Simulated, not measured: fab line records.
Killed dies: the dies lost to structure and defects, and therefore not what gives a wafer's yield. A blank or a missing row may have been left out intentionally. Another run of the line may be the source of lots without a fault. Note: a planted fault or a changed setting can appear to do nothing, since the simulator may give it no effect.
fab line records	flow sky130	part 1 of 2: steps 1 to 29 of 38
record: lots: 5	wafers: 15	last-day: 50
route steps=708 shown METAL2@502 VIA2@507 METAL3@532 CAPM@537
lots untouched by any fault: they come from a run of this same line in which no faults occurred
start-h: the number of hours between the record's first day and the start of the first shown wafer of the lot	wait-h: how many hours have passed since the lot's step before this one	" same as the row above	L1.1+2: one row covering several wafers at once	- no value, or no start was given	* or withheld: withheld	< > ~ a bound
route shown NAME@n: names a module that has steps shown in the file, with the first one's number in the route	usual: mean/standard deviation of fault-free wafers	same: alike in all rows	chamber/n: place in a boat	sites: readings site by site	_std_site: standard deviation of those values	_edge_site: the outer-site mean with the inner-site mean subtracted	radius-mm: for every site, how far away it sits from the centre of the wafer	mask NAME#n: copy n	behind: the most recent tool/chamber to have shaped the wafer	hold: why the lot was held/for how many hours/how that ended	device: which transistor (n, p or np) failed to switch	end of line: the tests these same wafers got at the end of their route	a step without rows: its recipe alone	killed: not the wafer's yield, but the dies lost to structure and defects at the first sort	map: per-die view of a wafer (x killed, . not killed, _ where there is no die)
set.NAME: the setting as run; set.NAME@STEP: as run at that earlier step	model.NAME: the simulator's own value behind a step, which no gauge read
lots at some steps of the route; a table a step, a row a wafer
services: a tool's chamber out of use, with start hour (start-h, from the record's first day; less than 0 if before it), hours out, and reason
== steps ==
step: SKY_METAL2_METAL_ETCH_19
recipe: target-depth-a: 3600	stop-on: SiO2	over-etch-frac: 0.3	time-s: 78	chemistry: Cl2/BCl3	resist-sidewall-deg: 88	pressure-mtorr: 10	icp-w: 900	bias-w: 48.5	Cl2_flow_sccm: 60	bcl3-flow-sccm: 30
usual: drypump-motor-current-A: 5.8/0.35	oes-product-au: 0.854/0.0054	throttle-valve-pct: 22.264/0.0096
lot.wafer	tool	chamber	start-h	wait-h	drypump-motor-current-A	oes-product-au	rf-hours-counter-h	throttle-valve-pct
L076.1	rie-metal-03	0	837.45	0.1	6.2	0.863	2	22.259
L076.2	"	0	"	"	6.2	0.858	-	22.264
L076.3	"	0	"	"	6.2	0.861	-	22.254
L082.1	rie-metal-02	0	892.88	0.0	5.3	0.856	6	22.254
L082.4	"	0	"	"	5.3	0.853	-	22.273
L082.6	"	0	"	"	5.3	0.854	-	22.277
L086.2	rie-metal-03	1	921.21	0.0	5.5	0.855	3	22.239
L086.3	"	0	"	"	6.2	0.852	-	22.245
L086.5	"	0	"	"	6.2	0.857	-	22.281
L087.1	rie-metal-03	1	929.31	0.0	5.5	0.851	3	22.262
L087.2	"	0	"	"	6.2	0.862	6	22.269
L087.4	"	1	"	"	5.5	0.846	-	22.268
L094.1	rie-metal-02	1	977.64	0.0	5.4	0.849	21	22.257
L094.2	"	0	"	"	5.3	0.857	10	22.263
L094.6	"	1	"	"	5.4	0.857	-	22.256
step: SKY_METAL2_STRIP_20
recipe: chemistry: O2/N2	power-w: 1400	pressure-mtorr: 1500	platen-temp-c: withheld	o2-flow-sccm: 3000	n2-flow-sccm: 300	overash-fraction: 0.5
usual: drypump-motor-current-A: 5.6/0.45	oes-product-au: 0.342/0.0046	strip-time-to-endpoint-s: 2.688/0.029
lot.wafer	tool	chamber	start-h	wait-h	drypump-motor-current-A	oes-product-au	rf-hours-counter-h	strip-time-to-endpoint-s
L076.1	plasma-asher-03	0	837.63	0.1	5.6	0.341	48	2.721
L076.2	"	1	"	"	5.3	0.351	48	2.747
L076.3	"	0	"	"	5.6	0.341	-	2.724
L082.1	plasma-asher-02	1	892.97	0.1	5.1	0.339	110	2.689
L082.4	"	1	"	"	5.1	0.343	-	2.661
L082.6	"	1	"	"	5.1	0.338	-	2.684
L086.2	plasma-asher-03	1	921.30	0.1	5.3	0.340	56	2.689
L086.3	"	0	"	"	5.6	0.345	-	2.705
L086.5	"	1	"	"	5.3	0.341	-	2.688
L087.1	plasma-asher-02	0	929.40	0.1	5.3	0.344	113	2.670
L087.2	"	1	"	"	5.1	0.340	113	2.656
L087.4	"	1	"	"	5.1	0.343	-	2.679
L094.1	plasma-asher-01	1	977.73	0.1	5.8	0.348	88	2.641
L094.2	"	0	"	"	6.7	0.340	88	2.654
L094.6	"	1	"	"	5.8	0.346	-	2.637
step: SKY_METAL2_STRIP_21
recipe: chemistry: post-etch-residue-remover	time-s: 1200	temp-c: 72.5
lot.wafer	tool	chamber	start-h	wait-h
L076.1+2+3	wet-bench-01	1	837.73	0.1
L082.1+4+6	wet-bench-01	3	893.07	0.1
L086.2+3+5	wet-bench-02	0	921.40	0.1
L087.1+2+4	wet-bench-04	1	929.50	0.1
L094.1+2+6	wet-bench-02	0	977.83	0.1
step: SKY_METAL2_CLEAN_22
recipe: chemistry: IPA	time-s: 180	temp-c: 25
lot.wafer	tool	chamber	start-h	wait-h
L076.1+2+3	wet-bench-02	3	838.42	0.0
L082.1+4+6	wet-bench-02	3	893.42	0.0
L086.2+3+5	wet-bench-02	0	921.74	0.0
L087.1+2+4	wet-bench-02	3	929.84	0.0
L094.1+2+6	wet-bench-01	3	978.20	0.0
step: SKY_METAL2_CLEAN_23
recipe: chemistry: O3/DIW	dry: n2-spin
lot.wafer	tool	chamber	start-h	wait-h
L076.1+2+3	wet-bench-04	0	838.47	0.0
L082.1+4+6	wet-bench-01	2	893.48	0.0
L086.2+3+5	wet-bench-02	3	921.80	0.0
L087.1+2+4	wet-bench-01	1	929.90	0.0
L094.1+2+6	wet-bench-04	2	978.26	0.0
step: SKY_VIA2_HDPCVD_00
recipe: material: SiO2	target-thk-nm: 1180	sigma-open-frac: 0.3	time-s: 196.7	temp-c: 400	sih4-flow-sccm: 60	pressure-mtorr: 6
usual: sih4-flow-sccm: 59.99/0.2
lot.wafer	tool	chamber	start-h	wait-h	sih4-flow-sccm
L076.1	hdpcvd-02	1	838.57	0.0	59.88
L076.2	"	0	"	"	59.70
L076.3	"	2	"	"	60.20
L082.1	hdpcvd-02	1	893.57	0.0	60.02
L082.4	"	1	"	"	59.87
L082.6	"	0	"	"	60.04
L086.2	hdpcvd-02	1	921.89	0.0	60.15
L086.3	"	0	"	"	60.00
L086.5	"	1	"	"	60.10
L087.1	hdpcvd-01	2	929.99	0.0	59.86
L087.2	"	0	"	"	60.06
L087.4	"	1	"	"	60.10
L094.1	hdpcvd-02	2	978.36	0.0	59.66
L094.2	"	1	"	"	59.88
L094.6	"	1	"	"	59.97
step: SKY_VIA2_THK_MEAS_01
recipe: reads: SiO2_of_VIA2_HDPCVD_00
usual: VIA2_HDPCVD_THK: 1184/9.8
lot.wafer	tool	chamber	start-h	wait-h	VIA2_HDPCVD_THK[nm]
L076.1	film-metro-01	-	838.69	0.1	1196
L076.2	"	-	"	"	1183
L076.3	"	-	"	"	1176
L082.1	film-metro-01	-	893.70	0.1	1192
L082.4	"	-	"	"	1194
L082.6	"	-	"	"	1202
L086.2	film-metro-02	-	922.03	0.1	1198
L086.3	"	-	"	"	1206
L086.5	"	-	"	"	1195
L087.1	film-metro-02	-	930.14	0.1	1176
L087.2	"	-	"	"	1182
L087.4	"	-	"	"	1160
L094.1	film-metro-01	-	978.48	0.1	1191
L094.2	"	-	"	"	1188
L094.6	"	-	"	"	1186
step: SKY_VIA2_CMP_02
recipe: material: SiO2	down-force-psi: 4	platen-rpm: 60	pad-velocity-m-s: 0.94248
usual: motor-current-A: 11.4/0.98
lot.wafer	tool	chamber	start-h	wait-h	motor-current-A
L076.2	cmp-02	1	838.83	0.1	11.8
L076.1	"	2	"	"	10.3
L076.3	"	3	"	"	12.0
L082.1	cmp-01	1	893.76	0.1	11.6
L082.4	"	3	"	"	10.1
L082.6	"	2	"	"	10.5
L086.2	cmp-02	0	922.18	0.1	11.0
L086.3	"	1	"	"	12.1
L086.5	"	2	"	"	10.0
L087.4	cmp-01	1	930.20	0.0	12.4
L087.2	"	3	"	"	10.1
L087.1	"	0	"	"	12.6
L094.2	cmp-02	3	978.54	0.0	11.6
L094.1	"	2	"	"	10.2
L094.6	"	0	"	"	11.1
step: SKY_VIA2_BOW_MEAS_03
recipe: mode: bow
usual: VIA2_BOW: 87/7.6
lot.wafer	tool	chamber	start-h	wait-h	VIA2_BOW[um]
L076.1	film-metro-01	-	839.08	0.1	87
L076.2	"	-	"	"	87
L076.3	"	-	"	"	86
L082.1	film-metro-01	-	894.06	0.2	90
L082.4	"	-	"	"	95
L082.6	"	-	"	"	90
L086.2	film-metro-01	-	922.40	0.2	81
L086.3	"	-	"	"	87
L086.5	"	-	"	"	77
L087.1	film-metro-02	-	930.50	0.1	99
L087.2	"	-	"	"	86
L087.4	"	-	"	"	72
L094.1	film-metro-02	-	978.84	0.1	83
L094.2	"	-	"	"	83
L094.6	"	-	"	"	80
step: SKY_VIA2_DEHYDRATE_04
recipe: temp-c: 200	time-s: 60
lot.wafer	tool	chamber	start-h	wait-h
L076.1+2+3	litho-track-04	0	851.46	12.4
L082.1+4+6	litho-track-02	0	905.71	11.6
L086.2+3+5	litho-track-02	0	933.48	11.1
L087.1+2+4	litho-track-04	0	942.26	11.7
L094.1+2+6	litho-track-04	0	989.66	10.8
step: SKY_VIA2_HMDS_05
recipe: prime-time-s: 60	prime-temp-c: 120
lot.wafer	tool	chamber	start-h	wait-h
L076.1+2+3	litho-track-04	0	851.61	0.1
L082.1+4+6	litho-track-02	0	905.86	0.1
L086.2+3+5	litho-track-02	0	933.63	0.1
L087.1+2+4	litho-track-04	0	942.41	0.1
L094.1+2+6	litho-track-04	0	989.81	0.1
step: SKY_VIA2_COAT_06
recipe: resist: BARC	temp-c: withheld	time-s: withheld	spin-rpm: 3000	resist-thk-nm: 60
usual: dispense-pressure-kPa: 46.3/1.3
lot.wafer	tool	chamber	start-h	wait-h	dispense-pressure-kPa
L076.1	litho-track-04	0	851.76	0.1	44.9
L076.2	"	0	"	"	44.9
L076.3	"	0	"	"	44.9
L082.1	litho-track-02	0	906.01	0.1	46.4
L082.4	"	0	"	"	46.4
L082.6	"	0	"	"	46.4
L086.2	litho-track-02	0	933.78	0.1	46.4
L086.3	"	0	"	"	46.4
L086.5	"	0	"	"	46.4
L087.1	litho-track-04	0	942.56	0.1	44.9
L087.2	"	0	"	"	44.8
L087.4	"	0	"	"	44.9
L094.1	litho-track-04	0	989.96	0.1	44.9
L094.2	"	0	"	"	44.9
L094.6	"	0	"	"	44.9
step: SKY_VIA2_COAT_07
recipe: resist: KrF-thick	spin-rpm: 3000	resist-thk-nm: 450
usual: dispense-pressure-kPa: 46.3/1.4
lot.wafer	tool	chamber	start-h	wait-h	dispense-pressure-kPa
L076.1	litho-track-04	0	-	-	44.9
L076.2	"	0	"	"	44.9
L076.3	"	0	"	"	44.9
L082.1	litho-track-02	0	-	-	46.4
L082.4	"	0	"	"	46.4
L082.6	"	0	"	"	46.4
L086.2	litho-track-02	0	-	-	46.4
L086.3	"	0	"	"	46.4
L086.5	"	0	"	"	46.4
L087.1	litho-track-04	0	-	-	44.9
L087.2	"	0	"	"	44.9
L087.4	"	0	"	"	44.9
L094.1	litho-track-04	0	-	-	44.9
L094.2	"	0	"	"	44.9
L094.6	"	0	"	"	44.9
step: SKY_VIA2_SOFTBAKE_08
recipe: temp-c: 100	time-s: 90	resist: KrF-thick
lot.wafer	tool	chamber	start-h	wait-h
L076.1+2+3	litho-track-04	0	-	-
L082.1+4+6	litho-track-02	0	-	-
L086.2+3+5	litho-track-02	0	-	-
L087.1+2+4	litho-track-04	0	-	-
L094.1+2+6	litho-track-04	0	-	-
step: SKY_VIA2_EXPOSE_09
recipe: mask-id: VIM2	na: 0.8	source-shape: annular	sigma-inner: 0.55	sigma-outer: 0.85	target-cd-nm: 200	dose-mj: 38
same: sigma-outer: 0.85
lot.wafer	tool	chamber	start-h	wait-h	mask
L076.1+2+3	krf-scanner-01	0	-	-	VIM2#0
L082.1+4+6	krf-scanner-01	0	-	-	VIM2#0
L086.2+3+5	krf-scanner-02	0	-	-	VIM2#0
L087.1+2+4	krf-scanner-01	0	-	-	VIM2#0
L094.1+2+6	krf-scanner-02	0	-	-	VIM2#0
step: SKY_VIA2_PEB_10
recipe: peb-temp-c: withheld	peb-time-s: withheld	resist: KrF-thick
lot.wafer	tool	chamber	start-h	wait-h
L076.1+2+3	litho-track-02	0	-	-
L082.1+4+6	litho-track-03	0	-	-
L086.2+3+5	litho-track-04	0	-	-
L087.1+2+4	litho-track-02	0	-	-
L094.1+2+6	litho-track-03	0	-	-
step: SKY_VIA2_DEVELOP_11
recipe: develop-time-s: 60	resist: KrF-thick	dev-temp-c: 21
usual: developer-temp-C: 21.01/0.11
lot.wafer	tool	chamber	start-h	wait-h	developer-temp-C
L076.1	litho-track-02	0	-	-	20.92
L076.2	"	0	"	"	20.96
L076.3	"	0	"	"	21.07
L082.1	litho-track-03	0	-	-	21.27
L082.4	"	0	"	"	20.99
L082.6	"	0	"	"	21.14
L086.2	litho-track-04	0	-	-	21.27
L086.3	"	0	"	"	21.18
L086.5	"	0	"	"	21.16
L087.1	litho-track-02	0	-	-	20.93
L087.2	"	0	"	"	21.05
L087.4	"	0	"	"	21.17
L094.1	litho-track-03	0	-	-	20.91
L094.2	"	0	"	"	20.98
L094.6	"	0	"	"	21.06
step: SKY_VIA2_CD_MEAS_12
recipe: target-cd-nm: 200
usual: cd-nm: 199.6/1.3
lot.wafer	tool	chamber	start-h	wait-h	cd-nm
L076.1	cd-sem-01	-	864.96	-	198.9
L076.2	"	-	"	"	199.3
L076.3	"	-	"	"	197.5
L082.1	cd-sem-01	-	918.78	-	197.8
L082.4	"	-	"	"	198.2
L082.6	"	-	"	"	199.0
L086.2	cd-sem-02	-	946.68	-	197.3
L086.3	"	-	"	"	198.6
L086.5	"	-	"	"	198.5
L087.1	cd-sem-02	-	955.66	-	199.7
L087.2	"	-	"	"	200.2
L087.4	"	-	"	"	200.5
L094.1	cd-sem-01	-	1002.18	-	201.9
L094.2	"	-	"	"	200.5
L094.6	"	-	"	"	200.4
step: SKY_VIA2_OVL_MEAS_13
usual: VIA2_OVL: 6/4.9
lot.wafer	tool	chamber	start-h	wait-h	VIA2_OVL[nm]
L076.1	overlay-02	-	865.08	0.1	3
L076.2	"	-	"	"	6
L076.3	"	-	"	"	5
L082.1	overlay-02	-	918.90	0.1	6
L082.4	"	-	"	"	4
L082.6	"	-	"	"	10
L086.2	overlay-01	-	946.78	0.1	4
L086.3	"	-	"	"	12
L086.5	"	-	"	"	12
L087.1	overlay-01	-	955.78	0.1	5
L087.2	"	-	"	"	5
L087.4	"	-	"	"	6
L094.1	overlay-02	-	1002.30	0.1	5
L094.2	"	-	"	"	7
L094.6	"	-	"	"	10
step: SKY_VIA2_ETCH_14
recipe: chemistry: N2/H2	target: BARC	ion-energy-ev: 200	source-w: 500	bias-w: 100	pressure-mtorr: 30	n2-flow-sccm: 100	h2-flow-sccm: 200	stop-on: SiO2	time-s: 45.9	target-depth-a: 600
usual: drypump-motor-current-A: 5.7/0.32	oes-product-au: 0.854/0.0048	throttle-valve-pct: 13.226/0.0085
lot.wafer	tool	chamber	start-h	wait-h	drypump-motor-current-A	oes-product-au	rf-hours-counter-h	throttle-valve-pct
L076.1	rie-diel-02	3	865.11	0.0	4.8	0.853	17	13.230
L076.2	"	2	"	"	6.0	0.853	13	13.228
L076.3	"	0	"	"	5.7	0.855	24	13.229
L082.1	rie-diel-01	0	918.94	0.0	6.0	0.847	24	13.235
L082.4	"	2	"	"	5.5	0.846	3	13.218
L082.6	"	2	"	"	5.5	0.849	-	13.221
L086.2	rie-diel-01	3	946.81	0.0	5.8	0.854	6	13.234
L086.3	"	1	"	"	5.6	0.856	19	13.221
L086.5	"	2	"	"	5.6	0.861	-	13.230
L087.1	rie-diel-01	1	955.81	0.0	5.6	0.853	20	13.222
L087.2	"	2	"	"	5.5	0.860	4	13.230
L087.4	"	1	"	"	5.6	0.858	-	13.206
L094.1	rie-diel-04	3	1002.34	0.0	5.6	0.848	16	13.212
L094.2	"	1	"	"	5.4	0.846	12	13.232
L094.6	"	2	"	"	6.1	0.851	-	13.225
step: SKY_VIA2_ETCH_15
recipe: target: SiO2	chemistry: C4F8/O2/Ar	target-depth-nm: 546	stop-on: TiN	mask-material: KrF-thick	source-w: 1500	bias-w: 1200	pressure-mtorr: 40	c4f8-flow-sccm: withheld	O2_flow_sccm: 6	Ar_flow_sccm: 300	time-s: 84
usual: oes-product-au: 0.939/0.0041
lot.wafer	tool	chamber	start-h	wait-h	oes-product-au	rf-hours-counter-h
L076.1	rie-diel-02	3	865.16	0.0	0.942	17
L076.2	"	2	"	"	0.947	13
L076.3	"	0	"	"	0.939	24
L082.1	rie-diel-01	0	918.98	0.0	0.940	24
L082.4	"	2	"	"	0.931	3
L082.6	"	2	"	"	0.945	-
L086.2	rie-diel-01	3	946.85	0.0	0.935	6
L086.3	"	1	"	"	0.937	20
L086.5	"	2	"	"	0.941	-
L087.1	rie-diel-01	1	955.86	0.0	0.940	20
L087.2	"	2	"	"	0.943	4
L087.4	"	1	"	"	0.944	-
L094.1	rie-diel-04	3	1002.38	0.0	0.936	16
L094.2	"	1	"	"	0.939	12
L094.6	"	2	"	"	0.940	-
step: SKY_VIA2_STRIP_16
recipe: chemistry: O2/N2	power-w: 1400	pressure-mtorr: 1500	platen-temp-c: withheld	o2-flow-sccm: 3000	n2-flow-sccm: 300	overash-fraction: 0.5
usual: drypump-motor-current-A: 5.5/0.32	oes-product-au: 0.399/0.0051	strip-time-to-endpoint-s: 4.048/0.024
lot.wafer	tool	chamber	start-h	wait-h	drypump-motor-current-A	oes-product-au	rf-hours-counter-h	strip-time-to-endpoint-s
L076.1	plasma-asher-03	0	865.22	0.0	5.6	0.401	51	4.058
L076.2	"	1	"	"	5.3	0.403	51	4.093
L076.3	"	1	"	"	5.3	0.400	-	4.065
L082.1	plasma-asher-03	0	919.05	0.0	5.6	0.404	56	4.077
L082.4	"	0	"	"	5.6	0.406	-	4.057
L082.6	"	0	"	"	5.6	0.397	-	4.048
L086.2	plasma-asher-04	0	946.92	0.0	5.7	0.403	15	4.043
L086.3	"	0	"	"	5.7	0.397	-	4.040
L086.5	"	1	"	"	6.1	0.398	-	4.072
L087.1	plasma-asher-02	1	955.92	0.0	5.0	0.404	116	4.047
L087.2	"	0	"	"	5.3	0.396	116	4.047
L087.4	"	1	"	"	5.1	0.394	-	4.031
L094.1	plasma-asher-04	0	1002.45	0.0	5.7	0.394	21	4.031
L094.2	"	1	"	"	6.1	0.395	21	4.061
L094.6	"	0	"	"	5.7	0.403	-	4.003
step: SKY_VIA2_STRIP_17
recipe: chemistry: post-etch-residue-remover	time-s: 1200	temp-c: 72.5
lot.wafer	tool	chamber	start-h	wait-h
L076.1+2+3	wet-bench-01	3	865.32	0.1
L082.1+4+6	wet-bench-01	1	919.15	0.1
L086.2+3+5	wet-bench-03	0	947.02	0.1
L087.1+2+4	wet-bench-03	3	956.02	0.1
L094.1+2+6	wet-bench-03	1	1002.55	0.1
step: SKY_VIA2_CLEAN_18
recipe: chemistry: IPA	time-s: 180	temp-c: 25
lot.wafer	tool	chamber	start-h	wait-h
L076.1+2+3	wet-bench-02	3	865.66	0.0
L082.1+4+6	wet-bench-03	2	919.49	0.0
L086.2+3+5	wet-bench-01	3	947.36	0.0
L087.1+2+4	wet-bench-01	1	956.36	0.0
L094.1+2+6	wet-bench-02	2	1002.89	0.0
step: SKY_VIA2_CLEAN_19
recipe: chemistry: O3/DIW	dry: n2-spin
lot.wafer	tool	chamber	start-h	wait-h
L076.1+2+3	wet-bench-01	0	865.72	0.0
L082.1+4+6	wet-bench-02	1	919.55	0.0
L086.2+3+5	wet-bench-03	1	947.42	0.0
L087.1+2+4	wet-bench-03	0	956.42	0.0
L094.1+2+6	wet-bench-01	0	1002.95	0.0
step: SKY_VIA2_SPUTTER_20
recipe: material: TiN	target-thk-nm: 20	chamber-pressure-pa: 5	power-w: 4000	time-s: 80
usual: throttle-valve-pct: 30.0/0.93
lot.wafer	tool	chamber	start-h	wait-h	throttle-valve-pct
L076.1	pvd-sputter-03	-	865.81	0.0	30.2
L076.2	"	-	"	"	28.6
L076.3	"	-	"	"	28.8
L082.1	pvd-sputter-04	-	919.64	0.0	32.3
L082.4	"	-	"	"	31.8
L082.6	"	-	"	"	32.0
L086.2	pvd-sputter-02	-	947.51	0.0	30.0
L086.3	"	-	"	"	29.5
L086.5	"	-	"	"	30.4
L087.1	pvd-sputter-02	-	956.51	0.0	30.3
L087.2	"	-	"	"	30.5
L087.4	"	-	"	"	29.5
L094.1	pvd-sputter-02	-	1003.05	0.0	30.5
L094.2	"	-	"	"	29.7
L094.6	"	-	"	"	29.6
step: SKY_VIA2_CVD_21
recipe: material: W	target-thk-nm: 420	time-s: 126.4	temp-c: 400	pressure-torr: 40
usual: heater-power-w: 764/44
lot.wafer	tool	chamber	start-h	wait-h	heater-power-w
L076.1	cvd-w-01	1	865.87	0.0	715
L076.2	"	0	"	"	797
L076.3	"	0	"	"	772
L082.1	cvd-w-01	0	919.70	0.0	777
L082.4	"	0	"	"	794
L082.6	"	0	"	"	798
L086.2	cvd-w-01	1	947.57	0.0	698
L086.3	"	1	"	"	701
L086.5	"	1	"	"	702
L087.1	cvd-w-01	0	956.57	0.0	797
L087.2	"	0	"	"	804
L087.4	"	0	"	"	816
L094.1	cvd-w-01	0	1003.11	0.0	794
L094.2	"	1	"	"	717
L094.6	"	1	"	"	720
step: SKY_VIA2_RS_MEAS_22
recipe: thk-meas-gauge: four-point-probe	reads: W_of_VIA2_CVD_21+TiN_of_VIA2_SPUTTER_20
usual: VIA2_W_RS: 0.272/0.0035
lot.wafer	tool	chamber	start-h	wait-h	VIA2_W_RS[ohm/sq]
L076.1	film-metro-01	-	866.00	0.1	0.272
L076.2	"	-	"	"	0.266
L076.3	"	-	"	"	0.269
L082.1	film-metro-03	-	919.83	0.1	0.267
L082.4	"	-	"	"	0.268
L082.6	"	-	"	"	0.265
L086.2	film-metro-01	-	947.72	0.1	0.274
L086.3	"	-	"	"	0.277
L086.5	"	-	"	"	0.275
L087.1	film-metro-02	-	956.83	0.2	0.268
L087.2	"	-	"	"	0.266
L087.4	"	-	"	"	0.266
L094.1	film-metro-01	-	1003.24	0.1	0.270
L094.2	"	-	"	"	0.277
L094.6	"	-	"	"	0.277
step: SKY_VIA2_THK_MEAS_23
recipe: thk-meas-gauge: xrf	reads: W_of_VIA2_CVD_21
usual: VIA2_W_THK: 428/6.3
lot.wafer	tool	chamber	start-h	wait-h	VIA2_W_THK[nm]
L076.1	film-metro-01	-	866.12	0.1	424
L076.2	"	-	"	"	434
L076.3	"	-	"	"	432
L082.1	film-metro-03	-	919.95	0.1	438
L082.4	"	-	"	"	436
L082.6	"	-	"	"	445
L086.2	film-metro-01	-	947.83	0.1	428
L086.3	"	-	"	"	428
L086.5	"	-	"	"	426
L087.1	film-metro-02	-	956.95	0.1	427
L087.2	"	-	"	"	431
L087.4	"	-	"	"	428
L094.1	film-metro-01	-	1003.36	0.1	432
L094.2	"	-	"	"	421
L094.6	"	-	"	"	425
